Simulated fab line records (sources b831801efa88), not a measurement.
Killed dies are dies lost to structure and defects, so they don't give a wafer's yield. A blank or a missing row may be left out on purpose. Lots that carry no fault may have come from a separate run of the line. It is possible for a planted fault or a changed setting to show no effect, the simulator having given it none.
8D (eight disciplines) problem report, filled in by code || flow sky130 || the parts of the form that need people (team, actions taken, sign-off) are left out

1. THE PROBLEM
Across 6 wafers from 2 lots, SONOS_ONO_CVD_04_THK at SKY_SONOS_ONO_THK_MEAS_05 averages 5.01 nm, while fault-free wafers read 5.61 nm with a standard deviation of 0.1. Relative to the usual mean, that is a shift of -6.0 standard deviations.
The first sign was on wafer L979.1 at day 16 23:03, on film_metro-02. The record holds 36 wafers of 12 lots with a number at this step. Rule for "out" (also "out of limits"): further than 4 standard deviations from the usual mean. The rest of the wafers with a number are treated as sound.

2. WHAT THIS IS AND IS NOT
{"question": "which readings at this step", "is": "SONOS_ONO_CVD_04_THK", "is not": "-"}
{"question": "which lots", "is": "L979, L980", "is not": "L963, L964, L965, L966, L968, L971, L972, L973, L974, L976"}
{"question": "which wafers of those lots", "is": "all that have a number", "is not": "-"}
{"question": "read on which gauges", "is": "film_metro-02", "is not": "film_metro-03, film_metro-04"}
{"question": "when", "is": "from day 16 23:03", "is not": "up to then (30 sound wafers)"}

3. WHAT RULES OUT EACH SUSPECT
Counting: a tool at a process step up to the reading stays a suspect if it ran every lot that is out and no sound lot after the first of them.
- the gauge at SKY_SONOS_ONO_THK_MEAS_05 is ruled out. All the wafers that are out were read on film_metro-02, but those of them that SKY_SONOS_ONO_CVD_04 has rows for are out there too, on other tools.
- lpcvd-03 at SKY_SONOS_ONO_CVD_04 (deposits SiO2 from SiH4/N2O, target thk 5.7199 nm): kept. It ran every lot that is out, first L979 (day 16 21:48), and no sound lot after that; its last sound lot up to then is L976 (day 16 06:38). Its own spike_tc_bottom_C, spike_tc_centre_C, spike_tc_top_C, spike_tc_upper_C readings are out on those wafers.
The count leaves lpcvd-03 at SKY_SONOS_ONO_CVD_04.

4. THE CAUSE (what the simulator had put in)
lpcvd-03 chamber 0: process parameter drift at SKY_SONOS_ONO_CVD_04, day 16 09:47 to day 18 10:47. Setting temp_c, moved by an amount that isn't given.
The count eliminated every tool but this one.

5. THE EFFECT CHAIN, in route order
Each row: a reading where the mean over the struck wafers with a number is more than 3 standard deviations away from the usual. Scope: only readings with a usual standard deviation given in the record; hours: median across lots of the time from each lot's start at the first step in this table that gives one to its start at this step; sigmas: change in usual standard deviations.
{"hours": 0, "step": "SKY_SONOS_ONO_CVD_04", "reading": "spike_tc_bottom_C", "usual": "915.7 C", "on struck wafers": 909.4, "change": -6.3, "sigmas": -6.7}
{"hours": 0, "step": "SKY_SONOS_ONO_CVD_04", "reading": "spike_tc_centre_C", "usual": "900.3 C", "on struck wafers": 894.0, "change": -6.2, "sigmas": -5.2}
{"hours": 0, "step": "SKY_SONOS_ONO_CVD_04", "reading": "spike_tc_lower_C", "usual": "899.6 C", "on struck wafers": 893.9, "change": -5.7, "sigmas": -5.2}
{"hours": 0, "step": "SKY_SONOS_ONO_CVD_04", "reading": "spike_tc_top_C", "usual": "909.4 C", "on struck wafers": 901.6, "change": -7.8, "sigmas": -6.0}
{"hours": 0, "step": "SKY_SONOS_ONO_CVD_04", "reading": "spike_tc_upper_C", "usual": "900.2 C", "on struck wafers": 894.0, "change": -6.2, "sigmas": -5.6}
{"hours": 1, "step": "SKY_SONOS_ONO_THK_MEAS_05", "reading": "SONOS_ONO_CVD_04_THK", "usual": "5.61 nm", "on struck wafers": 5.01, "change": -0.60, "sigmas": -6.0}
Its process steps:
- SKY_SONOS_ONO_CVD_04: deposits SiO2 from SiH4/N2O, target thk 5.7199 nm.
Later steps that measure or inspect, where all struck wafers having a row at the step show a number for every such reading and not one has moved that far: SKY_SONOS_ONO_CD_MEAS_13.

6. WHAT WOULD HAVE CAUGHT IT SOONER
13 hours passed between the start of the fault at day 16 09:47 and the first reading out of limits at a measuring or inspecting step in this record, taken at day 16 23:03.
The tool's own readings at SKY_SONOS_ONO_CVD_04 were out on every struck wafer that the step has a row for (spike_tc_bottom_C, spike_tc_centre_C, spike_tc_top_C, spike_tc_upper_C): an alarm limit on them would have fired on the first of those.
Among the 2 lots that are out, L980 began SKY_SONOS_ONO_CVD_04 on lpcvd-03 after day 16 23:03. A hold on the tool at that time would have spared it.
